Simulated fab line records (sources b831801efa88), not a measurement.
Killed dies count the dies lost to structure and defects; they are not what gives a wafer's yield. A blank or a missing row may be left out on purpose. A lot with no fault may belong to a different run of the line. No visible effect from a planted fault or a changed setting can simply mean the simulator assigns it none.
Which tool did it? :: flow sky130 :: 33 wafers from 11 lots sampled at 4 of the route's 708 steps

## WHAT THE GAUGES READ, wafer by wafer
SKY_SD_N_OVL_MEAS_08.
lot: L370
measured: day 29 04:01
on: overlay-02
SD_N_OVL (nm): 0.6 0.4 1.7

lot: L371
measured: day 29 08:13
on: overlay-01
SD_N_OVL (nm): 0.8 -0.3 0.5

lot: L373
measured: day 29 16:10
on: overlay-01
SD_N_OVL (nm): 0.6 0.7 0.9

lot: L375
measured: day 29 17:38
on: overlay-02
SD_N_OVL (nm): 0.0 -1.8 -1.5

lot: L379
measured: day 31 02:02
on: overlay-01
SD_N_OVL (nm): -1.4 -0.9 -1.4

lot: L380
measured: day 31 06:04
on: overlay-02
SD_N_OVL (nm): 0.5 1.2 1.8

lot: L381
measured: day 31 15:22
on: overlay-01
SD_N_OVL (nm): 0.8 1.4 0.1

lot: L382
measured: day 31 22:58
on: overlay-02
SD_N_OVL (nm): 2.4 2.7 2.3

lot: L389
measured: day 34 04:22
on: overlay-01
SD_N_OVL (nm): 3.9 4.0 4.4

lot: L390
measured: day 34 17:47
on: overlay-01
SD_N_OVL (nm): 1.9 2.0 2.9

lot: L391
measured: day 35 14:00
on: overlay-02
SD_N_OVL (nm): 0.4 -2.4 0.0

SKY_LI_CONTACT_BOW_MEAS_03.
lot: L370
measured: day 29 05:37
on: filmMetro-03
LI_CONTACT_BOW (um): 53 66 56

lot: L371
measured: day 29 10:02
on: filmMetro-03
LI_CONTACT_BOW (um): 62 56 59

lot: L373
measured: day 29 17:55
on: filmMetro-01
LI_CONTACT_BOW (um): 52 54 52

lot: L375
measured: day 29 19:14
on: filmMetro-01
LI_CONTACT_BOW (um): 64 49 53

lot: L379
measured: day 31 03:37
on: filmMetro-03
LI_CONTACT_BOW (um): 61 56 54

lot: L380
measured: day 31 07:38
on: filmMetro-03
LI_CONTACT_BOW (um): 66 67 75

lot: L381
measured: day 31 16:56
on: filmMetro-04
LI_CONTACT_BOW (um): 78 79 75

lot: L382
measured: day 32 00:32
on: filmMetro-03
LI_CONTACT_BOW (um): 56 59 64

lot: L389
measured: day 34 05:56
on: filmMetro-04
LI_CONTACT_BOW (um): 62 50 57

lot: L390
measured: day 34 19:21
on: filmMetro-01
LI_CONTACT_BOW (um): 65 55 50

lot: L391
measured: day 35 15:34
on: filmMetro-01
LI_CONTACT_BOW (um): 61 60 43

## TOOL THAT RAN EACH LOT (tool first, then ch and the chambers of the sampled wafers, then the start)
lot: L370
SKY_SD_N_STRIP_11: plasmaAsher-02 ch 0,1, day 29 04:20
SKY_LI_CONTACT_CMP_02: cmp-01 ch 0,1,3, day 29 05:16

lot: L371
SKY_SD_N_STRIP_11: plasmaAsher-04 ch 0,1, day 29 08:34
SKY_LI_CONTACT_CMP_02: cmp-01 ch 0,2,3, day 29 09:44

lot: L373
SKY_SD_N_STRIP_11: plasmaAsher-04 ch 0,1, day 29 16:29
SKY_LI_CONTACT_CMP_02: cmp-01 ch 1,2,3, day 29 17:39

lot: L375
SKY_SD_N_STRIP_11: plasmaAsher-03 ch 0,1, day 29 17:59
SKY_LI_CONTACT_CMP_02: cmp-02 ch 0,1,2, day 29 19:02

lot: L379
SKY_SD_N_STRIP_11: plasmaAsher-03 ch 0,1, day 31 02:23
SKY_LI_CONTACT_CMP_02: cmp-02 ch 0,2,3, day 31 03:20

lot: L380
SKY_SD_N_STRIP_11: plasmaAsher-02 ch 0,1, day 31 06:25
SKY_LI_CONTACT_CMP_02: cmp-02 ch 0,1,2, day 31 07:29

lot: L381
SKY_SD_N_STRIP_11: plasmaAsher-04 ch 0,1, day 31 15:43
SKY_LI_CONTACT_CMP_02: cmp-01 ch 1,2,3, day 31 16:38

lot: L382
SKY_SD_N_STRIP_11: plasmaAsher-04 ch 0,1, day 31 23:19
SKY_LI_CONTACT_CMP_02: cmp-01 ch 2,3, day 32 00:14

lot: L389
SKY_SD_N_STRIP_11: plasmaAsher-03 ch 0,1, day 34 04:43
SKY_LI_CONTACT_CMP_02: cmp-01 ch 0,2,3, day 34 05:41

lot: L390
SKY_SD_N_STRIP_11: plasmaAsher-04 ch 0,1, day 34 18:07
SKY_LI_CONTACT_CMP_02: cmp-01 ch 0,2, day 34 19:02

lot: L391
SKY_SD_N_STRIP_11: plasmaAsher-02 ch 1, day 35 14:20
SKY_LI_CONTACT_CMP_02: cmp-01 ch 0,1, day 35 15:16
- SKY_SD_N_STRIP_11: strips in O2/N2.
- SKY_LI_CONTACT_CMP_02: polishes PSG.

## WHAT THE TOOLS THEMSELVES READ (means of the sampled wafers that have a number; where no wafer has one, the mark that the record gives instead)
SKY_SD_N_STRIP_11.
lot: L370
tool: plasmaAsher-02
drypumpMotorCurrentA (A): 5.41
oesProductAu (a.u.): 0.524
stripTimeToEndpointS (s): 22.56

lot: L371
tool: plasmaAsher-04
drypumpMotorCurrentA (A): 5.82
oesProductAu (a.u.): 0.527
stripTimeToEndpointS (s): 22.51

lot: L373
tool: plasmaAsher-04
drypumpMotorCurrentA (A): 5.81
oesProductAu (a.u.): 0.528
stripTimeToEndpointS (s): 22.48

lot: L375
tool: plasmaAsher-03
drypumpMotorCurrentA (A): 5.46
oesProductAu (a.u.): 0.526
stripTimeToEndpointS (s): 22.51

lot: L379
tool: plasmaAsher-03
drypumpMotorCurrentA (A): 5.43
oesProductAu (a.u.): 0.533
stripTimeToEndpointS (s): 22.52

lot: L380
tool: plasmaAsher-02
drypumpMotorCurrentA (A): 5.41
oesProductAu (a.u.): 0.523
stripTimeToEndpointS (s): 22.60

lot: L381
tool: plasmaAsher-04
drypumpMotorCurrentA (A): 5.81
oesProductAu (a.u.): 0.530
stripTimeToEndpointS (s): 22.56

lot: L382
tool: plasmaAsher-04
drypumpMotorCurrentA (A): 5.81
oesProductAu (a.u.): 0.526
stripTimeToEndpointS (s): 22.59

lot: L389
tool: plasmaAsher-03
drypumpMotorCurrentA (A): 5.47
oesProductAu (a.u.): 0.527
stripTimeToEndpointS (s): 22.55

lot: L390
tool: plasmaAsher-04
drypumpMotorCurrentA (A): 5.79
oesProductAu (a.u.): 0.527
stripTimeToEndpointS (s): 22.58

lot: L391
tool: plasmaAsher-02
drypumpMotorCurrentA (A): 5.37
oesProductAu (a.u.): 0.525
stripTimeToEndpointS (s): 22.54

SKY_LI_CONTACT_CMP_02.
lot: L370
tool: cmp-01
edgeZonePressureFrac: 1.003
headPressurePsi (psi): 3.988
motorCurrentA (A): 12.0
timeToEndpointS (s): 32.6

lot: L371
tool: cmp-01
edgeZonePressureFrac: 1.002
headPressurePsi (psi): 4.004
motorCurrentA (A): 11.7
timeToEndpointS (s): 31.2

lot: L373
tool: cmp-01
edgeZonePressureFrac: 1.005
headPressurePsi (psi): 3.998
motorCurrentA (A): 11.4
timeToEndpointS (s): 32.8

lot: L375
tool: cmp-02
edgeZonePressureFrac: 1.001
headPressurePsi (psi): 3.995
motorCurrentA (A): 12.0
timeToEndpointS (s): 31.4

lot: L379
tool: cmp-02
edgeZonePressureFrac: 1.000
headPressurePsi (psi): 4.004
motorCurrentA (A): 12.1
timeToEndpointS (s): 33.8

lot: L380
tool: cmp-02
edgeZonePressureFrac: -
headPressurePsi (psi): -
motorCurrentA (A): -
timeToEndpointS (s): -

lot: L381
tool: cmp-01
edgeZonePressureFrac: -
headPressurePsi (psi): -
motorCurrentA (A): -
timeToEndpointS (s): -

lot: L382
tool: cmp-01
edgeZonePressureFrac: 1.001
headPressurePsi (psi): 3.994
motorCurrentA (A): 11.6
timeToEndpointS (s): 33.8

lot: L389
tool: cmp-01
edgeZonePressureFrac: 0.992
headPressurePsi (psi): 4.004
motorCurrentA (A): 11.7
timeToEndpointS (s): 35.0

lot: L390
tool: cmp-01
edgeZonePressureFrac: 0.994
headPressurePsi (psi): 4.003
motorCurrentA (A): 13.0
timeToEndpointS (s): 31.7

lot: L391
tool: cmp-01
edgeZonePressureFrac: 0.995
headPressurePsi (psi): 4.002
motorCurrentA (A): 12.4
timeToEndpointS (s): 33.0

## THE ANSWER, worked out from the rows above alone
Rule: the lots themselves supply what counts as usual. Put in order of their means at a reading, lots are off if they are a third of the lots or fewer, leave a main group of 4 or more, and stand apart from it by a gap of 3 or more times the standard deviation of the main group's means; of several such gaps the widest counts. A main group is skipped when, at the precision printed for the reading in the tables above, its means are all equal. A lot without any number at a reading at which 4 lots or more have one is off too. Where the step has rows for the other lots, those lots are counted as sound. After the gauges, taken in route order, come the tools' own readings; for these a lot's mean is taken, as printed above. The first step at which some lot is off is used, and at that step the reading that is off furthest; a lot without a number counts as furthest.
Off: L380, L381, at SKY_LI_CONTACT_BOW_MEAS_03 (LI_CONTACT_BOW). Main group: mean 57 um, sd 2.1.
A tool fits if, at a process step before that reading, it ran every lot that is off, and no sound lot after the first of them. Not tried: the gauges at SKY_LI_CONTACT_BOW_MEAS_03; whatever is off there is also off at SKY_LI_CONTACT_CMP_02, on other tools, and gauge error can't account for it. No candidate that was tried fits.

## WHAT THE SIMULATOR PUT IN
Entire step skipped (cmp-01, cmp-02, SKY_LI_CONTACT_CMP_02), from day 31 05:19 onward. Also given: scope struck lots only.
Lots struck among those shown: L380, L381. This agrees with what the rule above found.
